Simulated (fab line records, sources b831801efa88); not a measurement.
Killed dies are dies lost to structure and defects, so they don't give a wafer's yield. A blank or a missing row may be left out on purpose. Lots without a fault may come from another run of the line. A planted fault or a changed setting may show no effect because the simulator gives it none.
Chamber matching | flow gf180mcu | GF_V3_ETCH_17 on rie_diel-02: 4 sister chambers
The step etches SiO2 in C4F8/O2/Ar, stops on TiN, target depth 635 nm. 8 wafers are shown with their chamber, then 7 later ones without.

WAFERS WITH THEIR CHAMBER
wafer  | chamber | oes_product_au (a.u.) | bias_w (W)
L440.5 | 0       | 0.857                 | 1201
L444.4 | 3       | 0.856                 | 1199
L444.5 | 1       | 0.855                 | 1207
L449.1 | 3       | 0.854                 | 1200
L449.5 | 2       | 0.861                 | 1199
L449.6 | 1       | 0.857                 | 1200
L452.3 | 0       | 0.857                 | 1199
L452.5 | 2       | 0.858                 | 1204

WAFERS WITHOUT THEIR CHAMBER
wafer  | oes_product_au (a.u.) | bias_w (W)
L452.6 | 0.857                 | 1202
L456.1 | 0.848                 | 1195
L456.2 | 0.859                 | 1195
L456.3 | 0.852                 | 1203
L458.1 | 0.844                 | 1197
L458.2 | 0.858                 | 1205
L458.3 | 0.847                 | 1198

WHICH CHAMBER EACH WENT THROUGH
wafer  | from the rows above               | in truth
L452.6 | can't be placed: 0 or 1 or 3 or 2 | 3
L456.1 | can't be placed: 3 or 1 or 0      | 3
L456.2 | can't be placed: 2 or 0 or 3 or 1 | 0
L456.3 | can't be placed: 3 or 1 or 0      | 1
L458.1 | can't be placed: 3 or 1 or 0      | 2
L458.2 | can't be placed: 1 or 2 or 0 or 3 | 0
L458.3 | can't be placed: 3 or 1 or 0      | 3
Placed correctly: 0 of 7. Can't be placed from these rows: 7 (the true chamber is among the candidates in 6). Placed wrongly: 0.
How it was worked out, from the rows above alone: a wafer's distance from a chamber is the root of the sum, over the readings, of the square of ((its reading less the chamber's mean) divided by the reading's scatter). The wafer belongs to the nearest chamber; if the next one is less than 2 further off, it can't be placed. A chamber's mean is the mean of its shown wafers. The scatter: the root of (the sum of the squares of (reading less its chamber's mean) over the shown wafers, divided by (wafers less chambers)).
